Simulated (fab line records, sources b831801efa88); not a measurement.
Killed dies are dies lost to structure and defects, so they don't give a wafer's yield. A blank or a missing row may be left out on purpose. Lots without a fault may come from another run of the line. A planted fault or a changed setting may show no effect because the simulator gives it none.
Chamber matching | flow sfq_line | SFQ_TRILAYER_I2_DEP_PECVD_063 on pecvd-01: 3 sister chambers
The step deposits SiO2 from SiH4/N2O, time 111.11 s, target thk 500 nm. 6 wafers are shown with their chamber, then 7 later ones without.

WAFERS WITH THEIR CHAMBER
wafer  | chamber | showerhead_vpp_V (V) | throttle_valve_pct (%)
L576.5 | 0       | 803                  | 23.9
L579.2 | 0       | 803                  | 24.1
L581.2 | 1       | 816                  | 22.7
L581.6 | 2       | 865                  | 24.5
L582.1 | 2       | 873                  | 25.0
L582.3 | 1       | 820                  | 22.9

WAFERS WITHOUT THEIR CHAMBER
wafer  | showerhead_vpp_V (V) | throttle_valve_pct (%)
L582.6 | 807                  | 22.7
L589.1 | 862                  | 25.0
L589.2 | 800                  | 23.9
L589.3 | 809                  | 23.1
L594.1 | 806                  | 23.8
L594.3 | 869                  | 24.9
L594.6 | 867                  | 24.6

WHICH CHAMBER EACH WENT THROUGH
wafer  | from the rows above     | in truth
L582.6 | 1                       | 1
L589.1 | 2                       | 2
L589.2 | 0                       | 0
L589.3 | can't be placed: 1 or 0 | 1
L594.1 | 0                       | 0
L594.3 | 2                       | 2
L594.6 | 2                       | 2
Placed correctly: 6 of 7. Can't be placed from these rows: 1 (the true chamber is among the candidates in 1). Placed wrongly: 0.
How it was worked out, from the rows above alone: a wafer's distance from a chamber is the root of the sum, over the readings, of the square of ((its reading less the chamber's mean) divided by the reading's scatter). The wafer belongs to the nearest chamber; if the next one is less than 2 further off, it can't be placed. A chamber's mean is the mean of its shown wafers. The scatter: the root of (the sum of the squares of (reading less its chamber's mean) over the shown wafers, divided by (wafers less chambers)).
